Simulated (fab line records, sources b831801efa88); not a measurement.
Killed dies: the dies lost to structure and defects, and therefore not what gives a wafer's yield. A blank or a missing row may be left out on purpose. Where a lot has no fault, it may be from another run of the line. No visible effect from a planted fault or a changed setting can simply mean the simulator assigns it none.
fab line records	flow gf180mcu
record: lots: 12	wafers: 36	last_day: 34
route steps=602 shown SALICIDE@283 CONTACT@309 V2@396
lots with no fault: from the same line, run without faults
start_h: the number of hours between the record's first day and the start of the first shown wafer of the lot	wait_h: hours from the lot's prior step to this one	" unchanged from the row above	L1.1+2: one row covering several wafers at once	- value missing, or start not given	* or withheld: withheld	< > ~ a bound
route shown NAME@n: NAME is a module with steps in the file, n the number in the route of the first one	usual: average and standard deviation across the fault-free wafers	same: alike in all rows	chamber/n: place in a boat	sites: readings site by site	_std_site: the standard deviation of these	_edge_site: inner sites' mean taken away from outer sites' mean	radius_mm: how far each site lies from the wafer's centre	mask NAME#n: copy n	behind: the tool/chamber that last shaped the wafer	hold: cause of the lot's hold/its duration in hours/its outcome	device: which transistor (n, p or np) failed to switch	end of line: the route-end tests of the same wafers	step lacking rows: just its recipe	killed: count of dies lost to structure and defects at first sort (not the wafer's yield)	map: dies across one wafer; x = killed, . = not, _ = none there
set.NAME: the setting as run; set.NAME@STEP: as run at that earlier step	model.NAME: the simulator's own value behind a step, which no gauge read
the route's steps for a sample of lots (tables are steps, rows are wafers)
services: the hour from which a tool's chamber was out of use, counted from the record's first day as start_h (under 0 if before that day), plus the number of hours and why
== steps ==
step: GF_SALICIDE_THK_MEAS_05
recipe: thk_meas_gauge: xrf	reads: TiN_of_SALICIDE_SPUTTER_03
usual: SALICIDE_TIN_THK: 20.15/0.26
lot.wafer	tool	chamber	start_h	wait_h	SALICIDE_TIN_THK[nm]
L363.4	film_metro-02	-	342.34	0.1	19.92
L363.5	"	-	"	"	20.09
L363.6	"	-	"	"	20.01
L364.2	film_metro-02	-	354.71	0.1	20.04
L364.3	"	-	"	"	20.18
L364.5	"	-	"	"	20.18
L366.2	film_metro-04	-	369.36	0.1	20.46
L366.3	"	-	"	"	20.39
L366.4	"	-	"	"	20.20
L367.2	film_metro-02	-	378.47	0.1	19.89
L367.3	"	-	"	"	19.93
L367.6	"	-	"	"	20.04
L369.3	film_metro-02	-	398.31	0.1	20.59
L369.4	"	-	"	"	20.48
L369.6	"	-	"	"	20.54
L372.1	film_metro-04	-	431.81	0.1	20.17
L372.4	"	-	"	"	20.00
L372.6	"	-	"	"	20.16
L373.2	film_metro-04	-	437.78	0.1	20.11
L373.5	"	-	"	"	19.99
L373.6	"	-	"	"	20.16
L375.2	film_metro-03	-	459.86	0.1	19.94
L375.4	"	-	"	"	20.22
L375.6	"	-	"	"	20.26
L377.1	film_metro-03	-	479.72	0.1	19.66
L377.2	"	-	"	"	19.82
L377.4	"	-	"	"	20.31
L378.1	film_metro-03	-	488.81	0.1	20.43
L378.3	"	-	"	"	20.02
L378.5	"	-	"	"	20.15
L383.2	film_metro-04	-	527.81	0.1	20.38
L383.4	"	-	"	"	20.39
L383.6	"	-	"	"	20.31
L384.2	film_metro-03	-	531.98	0.1	20.61
L384.3	"	-	"	"	20.56
L384.5	"	-	"	"	20.67
step: GF_CONTACT_SPUTTER_22
recipe: material: Ti	target_thk_nm: 15	chamber_pressure_pa: 5	power_w: 2500	substrate_temp_c: 200	time_s: 80.02
usual: throttle_valve_pct: 29.3/0.87
lot.wafer	tool	chamber	start_h	wait_h	throttle_valve_pct
L363.4	pvd_sputter-03	-	366.14	0.0	27.7
L363.5	"	-	"	"	28.7
L363.6	"	-	"	"	30.1
L364.2	pvd_sputter-04	-	377.82	0.0	29.2
L364.3	"	-	"	"	29.4
L364.5	"	-	"	"	30.2
L366.2	pvd_sputter-04	-	393.77	0.0	28.4
L366.3	"	-	"	"	29.3
L366.4	"	-	"	"	30.4
L367.2	pvd_sputter-03	-	402.19	0.0	28.4
L367.3	"	-	"	"	30.6
L367.6	"	-	"	"	29.9
L369.3	pvd_sputter-03	-	423.36	0.0	30.4
L369.4	"	-	"	"	28.7
L369.6	"	-	"	"	27.8
L372.1	pvd_sputter-04	-	457.31	0.0	29.2
L372.4	"	-	"	"	28.4
L372.6	"	-	"	"	29.5
L373.2	pvd_sputter-04	-	463.70	0.0	30.4
L373.5	"	-	"	"	28.7
L373.6	"	-	"	"	30.3
L375.2	pvd_sputter-04	-	484.79	0.0	29.5
L375.4	"	-	"	"	30.2
L375.6	"	-	"	"	30.4
L377.1	pvd_sputter-04	-	505.46	0.0	28.4
L377.2	"	-	"	"	30.3
L377.4	"	-	"	"	29.5
L378.1	pvd_sputter-04	-	514.06	0.0	30.3
L378.3	"	-	"	"	28.6
L378.5	"	-	"	"	30.3
L383.2	pvd_sputter-03	-	551.81	0.0	28.9
L383.4	"	-	"	"	29.9
L383.6	"	-	"	"	29.9
L384.2	pvd_sputter-03	-	555.95	0.0	27.5
L384.3	"	-	"	"	28.5
L384.5	"	-	"	"	28.5
step: GF_V2_CD_MEAS_14
recipe: target_cd_nm: 260
usual: cd_nm: 259.8/1.4
lot.wafer	tool	chamber	start_h	wait_h	cd_nm
L363.4	cd_sem-01	-	466.53	0.1	260.5
L363.5	"	-	"	"	260.9
L363.6	"	-	"	"	262.1
L364.2	cd_sem-01	-	476.84	0.1	257.1
L364.3	"	-	"	"	256.3
L364.5	"	-	"	"	256.5
L366.2	cd_sem-01	-	494.94	0.1	261.1
L366.3	"	-	"	"	260.0
L366.4	"	-	"	"	260.9
L367.2	cd_sem-02	-	504.13	0.1	259.7
L367.3	"	-	"	"	258.2
L367.6	"	-	"	"	258.9
L369.3	cd_sem-01	-	524.86	0.1	259.8
L369.4	"	-	"	"	259.7
L369.6	"	-	"	"	259.6
L372.1	cd_sem-01	-	556.42	0.1	260.1
L372.4	"	-	"	"	260.5
L372.6	"	-	"	"	260.8
L373.2	cd_sem-02	-	562.58	0.1	260.6
L373.5	"	-	"	"	260.6
L373.6	"	-	"	"	261.4
L375.2	cd_sem-01	-	581.31	0.1	259.6
L375.4	"	-	"	"	261.1
L375.6	"	-	"	"	260.3
L377.1	cd_sem-01	-	598.59	0.1	257.4
L377.2	"	-	"	"	256.7
L377.4	"	-	"	"	256.0
L378.1	cd_sem-02	-	607.21	0.1	260.9
L378.3	"	-	"	"	260.6
L378.5	"	-	"	"	259.9
L383.2	cd_sem-01	-	641.48	0.1	261.4
L383.4	"	-	"	"	259.7
L383.6	"	-	"	"	260.7
L384.2	cd_sem-02	-	645.44	0.1	257.8
L384.3	"	-	"	"	259.3
L384.5	"	-	"	"	259.6
step: GF_V2_CVD_23
recipe: material: W	target_thk_nm: 350	time_s: 104.94	temp_c: 400	pressure_torr: 40
usual: heater_power_w: 812/45
lot.wafer	tool	chamber	start_h	wait_h	heater_power_w
L363.4	cvd_w-02	0	467.49	0.1	870
L363.5	"	1	"	"	718
L363.6	"	0	"	"	891
L364.2	cvd_w-01	1	477.78	0.0	814
L364.3	"	1	"	"	802
L364.5	"	0	"	"	799
L366.2	cvd_w-02	1	495.84	0.0	719
L366.3	"	0	"	"	876
L366.4	"	1	"	"	719
L367.2	cvd_w-02	0	505.06	0.0	903
L367.3	"	1	"	"	739
L367.6	"	0	"	"	856
L369.3	cvd_w-01	0	526.18	0.1	798
L369.4	"	1	"	"	808
L369.6	"	1	"	"	803
L372.1	cvd_w-02	1	557.37	0.0	719
L372.4	"	0	"	"	877
L372.6	"	0	"	"	893
L373.2	cvd_w-01	1	563.48	0.0	827
L373.5	"	1	"	"	829
L373.6	"	0	"	"	796
L375.2	cvd_w-02	1	582.21	0.0	747
L375.4	"	0	"	"	861
L375.6	"	0	"	"	870
L377.1	cvd_w-01	0	599.51	0.0	798
L377.2	"	1	"	"	828
L377.4	"	0	"	"	809
L378.1	cvd_w-02	0	608.13	0.0	875
L378.3	"	0	"	"	874
L378.5	"	0	"	"	861
L383.2	cvd_w-01	1	642.38	0.0	821
L383.4	"	1	"	"	835
L383.6	"	0	"	"	807
L384.2	cvd_w-01	0	646.34	0.0	813
L384.3	"	0	"	"	810
L384.5	"	0	"	"	811
step: GF_V2_RS_MEAS_24
recipe: thk_meas_gauge: four-point-probe	reads: W_of_V2_CVD_23+TiN_of_V2_SPUTTER_22+Ti_of_V2_SPUTTER_21
usual: V2_W_RS: 0.328/0.0032
lot.wafer	tool	chamber	start_h	wait_h	V2_W_RS[ohm/sq]
L363.4	film_metro-04	-	467.63	0.1	0.330
L363.5	"	-	"	"	0.327
L363.6	"	-	"	"	0.330
L364.2	film_metro-01	-	477.91	0.1	0.329
L364.3	"	-	"	"	0.324
L364.5	"	-	"	"	0.331
L366.2	film_metro-04	-	495.97	0.1	0.327
L366.3	"	-	"	"	0.329
L366.4	"	-	"	"	0.328
L367.2	film_metro-02	-	505.19	0.1	0.327
L367.3	"	-	"	"	0.325
L367.6	"	-	"	"	0.327
L369.3	film_metro-02	-	526.30	0.1	0.333
L369.4	"	-	"	"	0.330
L369.6	"	-	"	"	0.331
L372.1	film_metro-02	-	557.48	0.1	0.324
L372.4	"	-	"	"	0.326
L372.6	"	-	"	"	0.325
L373.2	film_metro-04	-	563.61	0.1	0.329
L373.5	"	-	"	"	0.332
L373.6	"	-	"	"	0.336
L375.2	film_metro-04	-	582.35	0.1	0.326
L375.4	"	-	"	"	0.307
L375.6	"	-	"	"	0.309
L377.1	film_metro-01	-	599.62	0.1	0.326
L377.2	"	-	"	"	0.330
L377.4	"	-	"	"	0.329
L378.1	film_metro-01	-	608.24	0.1	0.298
L378.3	"	-	"	"	0.298
L378.5	"	-	"	"	0.300
L383.2	film_metro-01	-	642.51	0.1	0.327
L383.4	"	-	"	"	0.327
L383.6	"	-	"	"	0.329
L384.2	film_metro-04	-	646.47	0.1	0.327
L384.3	"	-	"	"	0.330
L384.5	"	-	"	"	0.330
step: GF_V2_THK_MEAS_25
recipe: thk_meas_gauge: xrf	reads: W_of_V2_CVD_23
usual: V2_W_THK: 360/6.1
lot.wafer	tool	chamber	start_h	wait_h	V2_W_THK[nm]
L363.4	film_metro-04	-	467.72	0.1	350
L363.5	"	-	"	"	355
L363.6	"	-	"	"	351
L364.2	film_metro-01	-	478.02	0.1	355
L364.3	"	-	"	"	360
L364.5	"	-	"	"	351
L366.2	film_metro-04	-	496.08	0.1	357
L366.3	"	-	"	"	354
L366.4	"	-	"	"	357
L367.2	film_metro-02	-	505.30	0.1	370
L367.3	"	-	"	"	372
L367.6	"	-	"	"	368
L369.3	film_metro-02	-	526.40	0.1	362
L369.4	"	-	"	"	365
L369.6	"	-	"	"	364
L372.1	film_metro-02	-	557.60	0.1	369
L372.4	"	-	"	"	366
L372.6	"	-	"	"	365
L373.2	film_metro-04	-	563.72	0.1	355
L373.5	"	-	"	"	355
L373.6	"	-	"	"	348
L375.2	film_metro-04	-	582.46	0.1	355
L375.4	"	-	"	"	378
L375.6	"	-	"	"	376
L377.1	film_metro-01	-	599.74	0.1	364
L377.2	"	-	"	"	356
L377.4	"	-	"	"	358
L378.1	film_metro-01	-	608.36	0.1	396
L378.3	"	-	"	"	396
L378.5	"	-	"	"	392
L383.2	film_metro-01	-	642.62	0.1	356
L383.4	"	-	"	"	354
L383.6	"	-	"	"	351
L384.2	film_metro-04	-	646.58	0.1	361
L384.3	"	-	"	"	359
L384.5	"	-	"	"	354
== services ==
tool	chamber	start_h	hours	kind
cvd_w-01	0	346.18	11.2	repair
cvd_w-02	-	366.74	3.3	repair
cvd_w-01	-	371.09	2.8	pm
cvd_w-02	-	380.74	1.8	repair
cvd_w-01	-	390.00	14.0	pm
cvd_w-01	0	390.00	14.0	vent_cycle
cvd_w-01	1	390.00	14.0	vent_cycle
cvd_w-01	1	393.10	5.5	repair
cvd_w-01	0	404.00	-	clean
cvd_w-01	1	404.00	-	clean
pvd_sputter-04	-	435.01	12.1	repair
pvd_sputter-04	-	458.59	4.8	repair
pvd_sputter-03	-	468.37	1.3	repair
pvd_sputter-03	-	468.52	1.4	repair
pvd_sputter-04	2	499.20	-	consumable_replace:kit
pvd_sputter-04	2	499.20	18.0	scheduled_down
pvd_sputter-04	2	499.20	18.0	vent_cycle
pvd_sputter-03	-	531.60	3.2	repair
pvd_sputter-04	-	603.30	2.9	repair
pvd_sputter-03	3	624.04	-	consumable_replace:kit
pvd_sputter-03	3	624.04	18.0	scheduled_down
pvd_sputter-03	3	624.04	18.0	vent_cycle
== key ==
first_sign: step: GF_V2_RS_MEAS_24	reading: V2_W_RS	direction: down	sigmas: 8	usual: 0.328	struck: 0.302
effect: step: GF_V2_THK_MEAS_25	reading: V2_W_THK	direction: up	sigmas: 4.6	usual: 360	struck: 388
met_at GF_V2_CVD_23
struck_lots L375,L378
struck_wafers L375.4,L375.6,L378.1,L378.3,L378.5
not_acting_at GF_SALICIDE_THK_MEAS_05,GF_CONTACT_SPUTTER_22,GF_V2_CD_MEAS_14
onset_between 557.37 582.21
fault: kind: process_parameter_drift	tool: cvd_w-02	chamber: 0	onset_h: 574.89	steps: GF_V2_CVD_23	channel: target_thk_nm	offset: 28.852	shape: step	end_h: 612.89	acts_in: these_recipes_only	stated: 350
